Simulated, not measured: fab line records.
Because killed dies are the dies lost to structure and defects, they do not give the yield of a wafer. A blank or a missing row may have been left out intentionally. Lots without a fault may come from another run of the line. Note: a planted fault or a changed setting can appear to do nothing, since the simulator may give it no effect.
A struck lot beside a sound one | flow sky130 | 15 steps out of a route of 708
Sound: these wafers, L217.1, L217.2, L217.4. Wafers L211.3, L211.4, L211.6 were the ones struck. The cause is named last.
For every step that has rows: the tool of each side, followed by ch and its chambers, followed by its first start. Under that, the readings that differ: sound wafers | struck wafers | difference of the means | sigmas: that difference in standard deviations of wafers without a fault.
alike: readings whose means differ by less than 2 such deviations, and words and numbers that are the same on both sides. not compared: withheld readings, readings that some wafer has no value for, bounds like >300 that may hide the same value, and numbers for which the record gives no deviation and whose values overlap.
Wherever a step has rows on one side only, a row that says differs or no value, or a row with sigmas, the two part there. Non-overlapping numbers with no deviation appear without sigmas and do not part them. Lack of a reading on every wafer of one side parts them only where that side has two or more wafers.

SKY_LDD_HVP_STRIP_09: strips in O2/N2.
  sound on plasma asher-04 ch 0,1, day 26 13:23; struck on plasma asher-02 ch 0,1, day 23 13:58
  reading                     | sound       | struck      | difference | sigmas
  drypump motor current A (A) | 6.2 5.9 6.2 | 5.5 4.9 4.9 | -1.0       | -2
  alike: oes product au, strip time to endpoint s
  not compared: rf hours counter h
SKY_LDD_HVP_TW_MEAS_10:
  struck on film metro-04, day 23 14:04; sound on film metro-03, day 26 13:29
  alike: LDD_HVP_TW
then, 7 steps without rows for these wafers: SKY_LDD_LDN_DEHYDRATE_00 (time 60 s); SKY_LDD_LDN_HMDS_01 (prime time 60 s); SKY_LDD_LDN_COAT_02 (resist thk 1140 nm); SKY_LDD_LDN_SOFTBAKE_03 (time 60 s); SKY_LDD_LDN_EXPOSE_04 (exposes mask LDNTM, target cd 700 nm); SKY_LDD_LDN_PEB_05; SKY_LDD_LDN_DEVELOP_06 (develop time 60 s).
SKY_LDD_LDN_OVL_MEAS_07:
  struck on overlay-02, day 24 19:15; sound on overlay-01, day 27 18:31
  alike: LDD_LDN_OVL
then, 2 steps without rows for these wafers: SKY_LDD_LDN_IMPLANT_08; SKY_LDD_LDN_IMPLANT_09.
SKY_LDD_LDN_IMPLANT_10:
  sound on implanter-04 ch 0, day 27 18:51; struck on implanter-04 ch 0, day 24 19:37
  reading                   | sound                | struck               | difference | sigmas
  beam energy keV           | 14.998 15.000 14.992 | 16.235 16.234 16.237 | +1.239     | +99 or more
  model.implant.rp nm (nm)  | 12.77 12.77 12.77    | 13.56 13.56 13.56    | +0.79      |
  model.implant.drp nm (nm) | 5.933 5.933 5.933    | 6.257 6.257 6.257    | +0.324     |
  alike: end station pressure torr, rotation deg
then, 1 step without rows for these wafers: SKY_LDD_LDN_IMPLANT_11.
-- here the record skips 22 days between the struck wafers' starts before and after, leaving off in module LDD_LDN and picking up in module PAD_OPEN (first step shown: number 708 of the route) --
SKY_PAD_OPEN_PROBE_99:
  rows exist in the record for the struck wafers here (prober-01, day 47 00:30), but not for the sound ones

## WHERE THEY PART
First at SKY_LDD_HVP_STRIP_09; last, within this record, at SKY_PAD_OPEN_PROBE_99.

WHY: the cause the simulator had injected
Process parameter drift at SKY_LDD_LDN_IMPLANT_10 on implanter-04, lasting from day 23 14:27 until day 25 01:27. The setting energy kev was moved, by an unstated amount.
